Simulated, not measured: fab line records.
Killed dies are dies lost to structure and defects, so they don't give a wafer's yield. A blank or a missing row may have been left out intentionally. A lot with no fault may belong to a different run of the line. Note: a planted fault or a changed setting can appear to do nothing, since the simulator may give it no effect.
Problem report in the 8D (eight disciplines) form, filled by code -- flow gf180mcu -- the parts of the form that need people (team, actions taken, sign-off) are left out

1. THE PROBLEM
At GF_NWELL_IMPLANT_08, beam-energy-keV averages 431.16 over 6 wafers from 2 lots, while fault-free wafers read 449.99, standard deviation 0.15. So: -99 or more standard deviations from the usual mean.
First observed at day 5 09:44: wafer L539.2, on implanter-03. At this step, 42 wafers from 14 lots have a number in the record. Rule for "out" (also "out of limits"): further than 4 standard deviations from the usual mean. The rest of the wafers with a number are treated as sound.

2. WHAT IT IS AND WHAT IT IS NOT
question,is,is not
which readings at this step,beam-energy-keV,end-station-pressure-torr
which lots,"L539, L542","L530, L532, L533, L534, L537, L544, L547, L549, L550, L551, L552, L553"
which wafers of those lots,all that have a number,-
read on which tools,implanter-03,"implanter-01, implanter-02"
when,from day 5 09:44,"up to then (15 sound wafers); but 21 sound wafers of L544, L547, L549, L550, L551, L552, L553 came after"

3. SUSPECTS, AND WHAT RULES EACH OUT
Counting: a tool stays on the suspect list if, at a process step up to the reading, it processed all lots that are out and no sound lot following the first of them.
- implanter-03 at GF_NWELL_IMPLANT_08: kept. It ran every lot that is out, first L539 (day 5 09:44), and no sound lot after that; its last sound lot up to then is L532 (day 3 23:32). Its own beam-energy-keV readings are out on those wafers.
After counting, what remains is implanter-03 at GF_NWELL_IMPLANT_08.

4. THE CAUSE (what the simulator had put in)
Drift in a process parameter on implanter-03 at GF_NWELL_IMPLANT_08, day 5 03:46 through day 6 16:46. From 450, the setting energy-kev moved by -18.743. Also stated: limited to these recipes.
This tool alone remained once counting was done.

5. SEQUENCE OF EFFECTS, ordered by route
Rows list readings where the struck wafers' mean (over those with a number) sits beyond 3 standard deviations from the usual. Only readings whose record carries a usual standard deviation are examined. hours: median over the lots of the time between each lot's start at the first step of this table that gives one and its start at this step. sigmas: the change, counted in usual standard deviations.
hours,step,reading,usual,on struck wafers,change,sigmas
0,GF_NWELL_IMPLANT_08,beam-energy-keV,449.99,431.16,-18.83,-99 or more
Its process steps:
- GF_NWELL_IMPLANT_08
At these later measuring or inspecting steps, every struck wafer for which the step has a row has a number for every such reading, and none has moved that far: GF_MVPSD_OVL_MEAS_07, GF_PSD_OVL_MEAS_08.

6. HOW IT WOULD HAVE BEEN CAUGHT EARLIER
In this record no reading fell out of limits until day 5 09:44, 6 hours after the fault had begun at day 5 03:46.
